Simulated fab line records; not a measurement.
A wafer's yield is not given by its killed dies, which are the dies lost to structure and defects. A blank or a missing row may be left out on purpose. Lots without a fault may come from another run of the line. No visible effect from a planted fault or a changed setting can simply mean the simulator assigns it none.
What tool caused it?	flow gf180mcu	39 wafers from 13 lots sampled at 5 of the route's 602 steps

## WHAT THE GAUGES READ, wafer by wafer
GF_HV_LDD_CD_MEAS_31: target cd 400 nm.
lot	measured	on	cd-nm (nm)
L267	day 11 14:39	cd-sem-01	401.5 399.5 401.9
L268	day 11 22:42	cd-sem-01	403.3 403.2 403.8
L269	day 12 02:33	cd-sem-01	401.3 401.2 401.2
L270	day 12 17:02	cd-sem-02	406.2 403.5 404.0
L271	day 12 19:52	cd-sem-01	400.7 400.6 401.6
L272	day 13 05:55	cd-sem-01	400.0 399.4 401.9
L276	day 14 10:16	cd-sem-02	422.0 422.9 422.4
L277	day 14 20:16	cd-sem-01	396.8 396.8 399.1
L278	day 15 11:01	cd-sem-02	421.3 419.0 423.0
L284	day 17 01:18	cd-sem-02	402.7 403.2 403.8
L285	day 17 11:10	cd-sem-01	400.3 400.0 398.5
L286	day 17 17:41	cd-sem-02	402.5 403.0 401.8
L290	day 19 03:44	cd-sem-01	400.4 402.7 401.1

GF_CONTACT_THK_MEAS_26: measures by xrf.
lot	measured	on	CONTACT_W_THK (nm)
L267	day 16 04:44	film-metro-02	301 296 297
L268	day 16 13:35	film-metro-01	293 290 297
L269	day 16 19:11	film-metro-02	301 306 298
L270	day 17 10:51	film-metro-02	310 308 302
L271	day 17 16:06	film-metro-02	305 304 296
L272	day 18 04:21	film-metro-04	299 303 308
L276	day 19 10:04	film-metro-04	293 294 306
L277	day 20 00:35	film-metro-02	298 308 308
L278	day 20 15:11	film-metro-04	299 298 309
L284	day 22 08:08	film-metro-01	302 313 297
L285	day 22 16:09	film-metro-01	316 316 304
L286	day 22 22:58	film-metro-04	308 307 305
L290	day 24 07:34	film-metro-02	299 298 296

GF_M1_RS_MEAS_05: measurement is done with a four-point probe.
lot	measured	on	M1_ALCU_RS (ohm/sq)
L267	day 16 05:19	film-metro-03	0.0691 0.0686 0.0683
L268	day 16 14:11	film-metro-03	0.0674 0.0694 0.0683
L269	day 16 19:47	film-metro-03	0.0705 0.0698 0.0705
L270	day 17 11:26	film-metro-03	0.0703 0.0699 0.0710
L271	day 17 16:41	film-metro-02	0.0690 0.0702 0.0693
L272	day 18 04:56	film-metro-03	0.0712 0.0693 0.0684
L276	day 19 10:39	film-metro-03	0.0671 0.0672 0.0689
L277	day 20 01:10	film-metro-02	0.0690 0.0691 0.0696
L278	day 20 15:46	film-metro-03	0.0717 0.0711 0.0709
L284	day 22 08:43	film-metro-03	0.0690 0.0683 0.0689
L285	day 22 16:44	film-metro-02	0.0687 0.0677 0.0677
L286	day 22 23:34	film-metro-03	0.0699 0.0682 0.0702
L290	day 24 08:09	film-metro-04	0.0714 0.0697 0.0695

## WHICH TOOL RAN EACH LOT (tool, then ch and the chambers of the sampled wafers, then the start)
lot	GF_HV_LDD_EXPOSE_28	GF_M1_SPUTTER_04
L267	iline-stepper-02 ch 0, day 11 05:33	pvd-sputter-04, day 16 05:17
L268	iline-stepper-02 ch 0, day 11 13:31	pvd-sputter-01, day 16 14:08
L269	iline-stepper-01 ch 0, day 11 16:53	pvd-sputter-01, day 16 19:44
L270	iline-stepper-01 ch 0, day 12 07:43	pvd-sputter-01, day 17 11:23
L271	iline-stepper-01 ch 0, day 12 10:33	pvd-sputter-03, day 17 16:38
L272	iline-stepper-01 ch 0, day 12 20:04	pvd-sputter-04, day 18 04:53
L276	iline-stepper-02 ch 0, day 13 23:58	pvd-sputter-01, day 19 10:35
L277	iline-stepper-01 ch 0, day 14 09:44	pvd-sputter-04, day 20 01:08
L278	iline-stepper-02 ch 0, day 15 00:26	pvd-sputter-03, day 20 15:44
L284	iline-stepper-01 ch 0, day 16 14:37	pvd-sputter-03, day 22 08:40
L285	iline-stepper-01 ch 0, day 16 23:56	pvd-sputter-03, day 22 16:41
L286	iline-stepper-01 ch 0, day 17 05:34	pvd-sputter-01, day 22 23:30
L290	iline-stepper-01 ch 0, day 18 15:55	pvd-sputter-03, day 24 08:07
- GF_HV_LDD_EXPOSE_28: exposes mask Nplus HV AREA, target cd 400 nm.
- GF_M1_SPUTTER_04: material TiN, target thk 50 nm, time 41.7 s.

## WHAT THE TOOLS THEMSELVES READ (means of the sampled wafers that have a number; where no wafer has one, the mark that the record gives instead)
GF_HV_LDD_EXPOSE_28.
lot	tool	exposure-dose-mJ-cm2	stage-vel-mm-s (mm/s)
L267	iline-stepper-02	139.90	499.77
L268	iline-stepper-02	139.85	499.96
L269	iline-stepper-01	140.10	500.10
L270	iline-stepper-01	139.86	499.98
L271	iline-stepper-01	140.02	500.28
L272	iline-stepper-01	140.03	499.93
L276	iline-stepper-02	151.89	500.19
L277	iline-stepper-01	139.90	499.90
L278	iline-stepper-02	151.84	499.98
L284	iline-stepper-01	140.10	500.05
L285	iline-stepper-01	140.05	499.84
L286	iline-stepper-01	140.06	499.92
L290	iline-stepper-01	139.80	500.13

GF_M1_SPUTTER_04.
lot	tool	throttle-valve-pct (%)
L267	pvd-sputter-04	29.9
L268	pvd-sputter-01	30.2
L269	pvd-sputter-01	30.3
L270	pvd-sputter-01	30.2
L271	pvd-sputter-03	30.9
L272	pvd-sputter-04	30.7
L276	pvd-sputter-01	29.9
L277	pvd-sputter-04	29.7
L278	pvd-sputter-03	30.1
L284	pvd-sputter-03	30.9
L285	pvd-sputter-03	30.0
L286	pvd-sputter-01	29.6
L290	pvd-sputter-03	30.0

## THE ANSWER, worked out from the rows above alone
Rule: the usual values come from the lots themselves. Put in order of their means at a reading, lots are off if they are a third of the lots or fewer, leave a main group of 4 or more, and stand apart from it by a gap of 3 or more times the standard deviation of the main group's means; of several such gaps the widest counts. If all means in a main group match to the digits the tables above print for the reading, that group is not used. A lot without any number at a reading at which 4 lots or more have one is off too. The other lots that the step has rows for count as sound. After the gauges, taken in route order, come the tools' own readings; for these a lot's mean is taken, as printed above. The first step at which some lot is off is used, and at that step the reading that is off furthest; a lot without a number counts as furthest.
Off: L276, L278, at GF_HV_LDD_CD_MEAS_31 (cd-nm). Main group: mean 401.4 nm, sd 1.9.
If a tool, at a process step before that reading, ran all the lots that are off and no sound lot after the first of them, it fits. The gauges at GF_HV_LDD_CD_MEAS_31 aren't tried: what is off there is off at GF_HV_LDD_EXPOSE_28 too, on other tools, and a gauge's error can't cause that. One fits: GF_HV_LDD_EXPOSE_28 on iline-stepper-02. A fault onset in the window from L268 (day 11 13:31, its last sound lot) to L276 (day 13 23:58, its first lot off) fits.
On the lots that are off, the tool's own readings at GF_HV_LDD_EXPOSE_28 differ by more than 5 times the standard deviation of the sound lots' means, which bears it out; exposure-dose-mJ-cm2 reads 151.87 there versus 139.97 on the sound lots.

## WHAT WAS PUT IN BY THE SIMULATOR
Process parameters drifting: iline-stepper-02 at GF_HV_LDD_EXPOSE_28, beginning at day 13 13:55. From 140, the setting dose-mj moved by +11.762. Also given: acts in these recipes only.
Lots struck among those shown: L276, L278. Same finding as the rule above.
